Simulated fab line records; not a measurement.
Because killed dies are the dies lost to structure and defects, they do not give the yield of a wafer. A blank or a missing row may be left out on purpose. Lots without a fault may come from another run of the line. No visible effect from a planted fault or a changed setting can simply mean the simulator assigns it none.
Comparing a struck lot with a sound one    flow sfq_line    14 out of 325 route steps
Sound: these wafers, L613.2, L613.5, L613.6. Struck: wafer L618.2 (L618.4, L618.6, from the same lot, were not struck and are left out); the cause is given at the end.
Each step with rows lists, per side, the tool, then ch with its chambers, then its first start. Under that, the readings that differ: sound wafers    struck wafers    difference of the means    sigmas: that difference in standard deviations of wafers without a fault.
alike: words and numbers the same on both sides, and readings whose means are apart by under 2 such deviations; not compared: readings that were withheld, readings missing a value for some wafer, numbers with overlapping values and no deviation given by the record, and bounds like >300 which may hide the same value.
A row with sigmas, a row that says differs or no value, or rows on one side alone: a step with any of these is where the two part. When numbers do not overlap yet have no deviation, they are printed without sigmas and do not part them. A reading that every wafer of one side lacks parts them only if that side has two wafers or more.

SFQ_INCOMING_BOW_MEAS_900:
  struck on film_metro-02, day 2 21:01; sound on film_metro-01, day 1 20:01
  alike: INCOMING_BOW
then, 1 step without rows for these wafers: SFQ_TRILAYER_INCOMING_OXIDATION_002 (target thk 500 nm, ox time 4939 s).
SFQ_TRILAYER_L0_DEP_SPUTTER_003: material MoNx KI, target thk 40 nm, time 100 s.
  struck on pvd_sputter-06, day 2 23:29; sound on pvd_sputter-05, day 1 22:29
  alike: base_pressure_pa, throttle_valve_pct
SFQ_L0_RS_MEAS_901: measures by four-point-probe.
  struck on film_metro-01, day 2 23:35; sound on film_metro-04, day 1 22:35
reading                 sound           struck  difference  sigmas
L0_MONX_KI_RS (ohm/sq)  43.2 43.0 43.1  44.5    +1.4        +3
SFQ_L0_THK_MEAS_902: measures by xrf.
  struck on film_metro-01, day 2 23:41; sound on film_metro-04, day 1 22:41
  alike: L0_MONX_KI_THK
then, 1 step without rows for these wafers: SFQ_TRILAYER_L0_LITHO_COAT_010 (resist thk 62 nm).
SFQ_TRILAYER_L0_LITHO_COAT_005: resist thk 600 nm.
  sound on litho_track-04 ch 0, day 1 23:05; struck on litho_track-02 ch 0, day 3 00:05
reading                                              sound            struck  difference  sigmas
model.KrF_of_TRILAYER_L0_LITHO_COAT_005.thk_nm (nm)  597 597.4 596.7  713.7   +116.7      
then, 4 steps without rows for these wafers: SFQ_TRILAYER_L0_LITHO_SOFTBAKE_009; SFQ_TRILAYER_L0_LITHO_EXPOSE_006 (exposes mask L0, target cd 2000 nm); SFQ_TRILAYER_L0_LITHO_PEB_008 (peb time 60 s); SFQ_TRILAYER_L0_LITHO_DEVELOP_007 (time 60 s).
-- the record jumps here: 3 days lie between the struck wafers' starts before and after --
SFQ_TRILAYER_L0_BARC_OPEN_METAL_ETCH_010: etches BARC in O2, target depth 125 nm, time 41.7 s.
  sound on rie_metal-01 ch 0,1, day 4 19:13; struck on rie_metal-02 ch 1, day 6 01:47
  alike: drypump_motor_current_A, he_backside_leak_sccm, oes_product_au
  not compared: rf_hours_counter_h
SFQ_TRILAYER_L0_ETCH_METAL_ETCH_008: etches MoNx KI in SF6/O2, stops on SiO2, target depth 50 nm, time 25 s.
  sound on rie_metal-01 ch 0,1, day 4 19:16; struck on rie_metal-02 ch 1, day 6 01:50
reading                                              sound            struck  difference  sigmas
model.KrF_of_TRILAYER_L0_LITHO_COAT_005.thk_nm (nm)  478 478.6 478.1  596.6   +118.4      
  alike: drypump_motor_current_A, he_backside_leak_sccm, oes_product_au
  not compared: rf_hours_counter_h
SFQ_TRILAYER_L0_STRIP_STRIP_009: strips in O2.
  sound on rie_metal-01 ch 0,1, day 4 19:19; struck on rie_metal-02 ch 1, day 6 01:53
  alike: drypump_motor_current_A, he_backside_leak_sccm, oes_product_au
  not compared: rf_hours_counter_h

## WHERE THEY PART
SFQ_L0_RS_MEAS_901 only, going by this record. Later steps at which nothing parts them and some readings are alike: SFQ_L0_THK_MEAS_902, SFQ_TRILAYER_L0_BARC_OPEN_METAL_ETCH_010, SFQ_TRILAYER_L0_ETCH_METAL_ETCH_008, SFQ_TRILAYER_L0_STRIP_STRIP_009.

WHY: what the simulator had put in
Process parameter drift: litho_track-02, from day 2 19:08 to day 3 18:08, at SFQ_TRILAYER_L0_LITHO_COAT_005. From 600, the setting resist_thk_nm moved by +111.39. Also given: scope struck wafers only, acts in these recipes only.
